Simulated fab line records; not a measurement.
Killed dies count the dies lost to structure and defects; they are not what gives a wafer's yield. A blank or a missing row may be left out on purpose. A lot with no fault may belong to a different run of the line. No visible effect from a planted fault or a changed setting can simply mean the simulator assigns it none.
Which tool was responsible?	flow gf180mcu	18 wafers from 6 lots sampled at 2 of the route's 602 steps

## WHAT EACH GAUGE READ, for each wafer
GF_V2_THK_MEAS_03.
lot	measured	on	V2_CVD_02_THK (nm)
L179	day 20 07:43	film metro-03	857 858 877
L181	day 21 00:46	film metro-04	855 872 849
L191	day 24 10:35	film metro-04	767 860 854
L194	day 25 08:26	film metro-04	857 874 851
L196	day 25 20:35	film metro-03	845 873 857
L198	day 26 15:53	film metro-04	855 865 855

## WHAT TOOL EACH LOT RAN ON (gives the tool, then ch and the chambers of the sampled wafers, and finally the start)
lot	GF_V2_CVD_02
L179	pecvd-04 ch 0,1,2, day 20 07:39
L181	pecvd-04 ch 0,2, day 21 00:41
L191	pecvd-04 ch 1,2, day 24 10:31
L194	pecvd-01 ch 0,1,2, day 25 08:22
L196	pecvd-03 ch 0,1, day 25 20:29
L198	pecvd-03 ch 0,1,2, day 26 15:49
- GF_V2_CVD_02: deposits SiO2 from TEOS, target thk 850 nm, time 94.851 s.

## THE ANSWER, worked out from the rows above alone
Rule: the lots themselves supply what counts as usual. Put in order of their means at a reading, lots are off if they are a third of the lots or fewer, leave a main group of 4 or more, and stand apart from it by a gap of 3 or more times the standard deviation of the main group's means; of several such gaps the widest counts. A main group is skipped when, at the precision printed for the reading in the tables above, its means are all equal. Also off: a lot with no number at a reading for which 4 or more lots have one. Where the step has rows for the other lots, those lots are counted as sound.
Off: L191, seen at GF_V2_THK_MEAS_03 (V2_CVD_02_THK). For the main group the mean is 860 nm and the standard deviation 2.2.
A tool fits if, at a process step before that reading, it ran every lot that is off, and no sound lot after the first of them. Those tools and the gauges at GF_V2_THK_MEAS_03 are tried in the same way. One candidate fits, namely pecvd-04 at GF_V2_CVD_02. Its last sound lot is L181 (day 21 00:41), its first lot that is off L191 (day 24 10:31): a fault that began between those two fits.

## WHAT THE SIMULATOR HAD INSERTED
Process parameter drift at GF_V2_CVD_02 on pecvd-04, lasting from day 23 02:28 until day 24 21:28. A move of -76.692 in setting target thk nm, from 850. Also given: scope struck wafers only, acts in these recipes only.
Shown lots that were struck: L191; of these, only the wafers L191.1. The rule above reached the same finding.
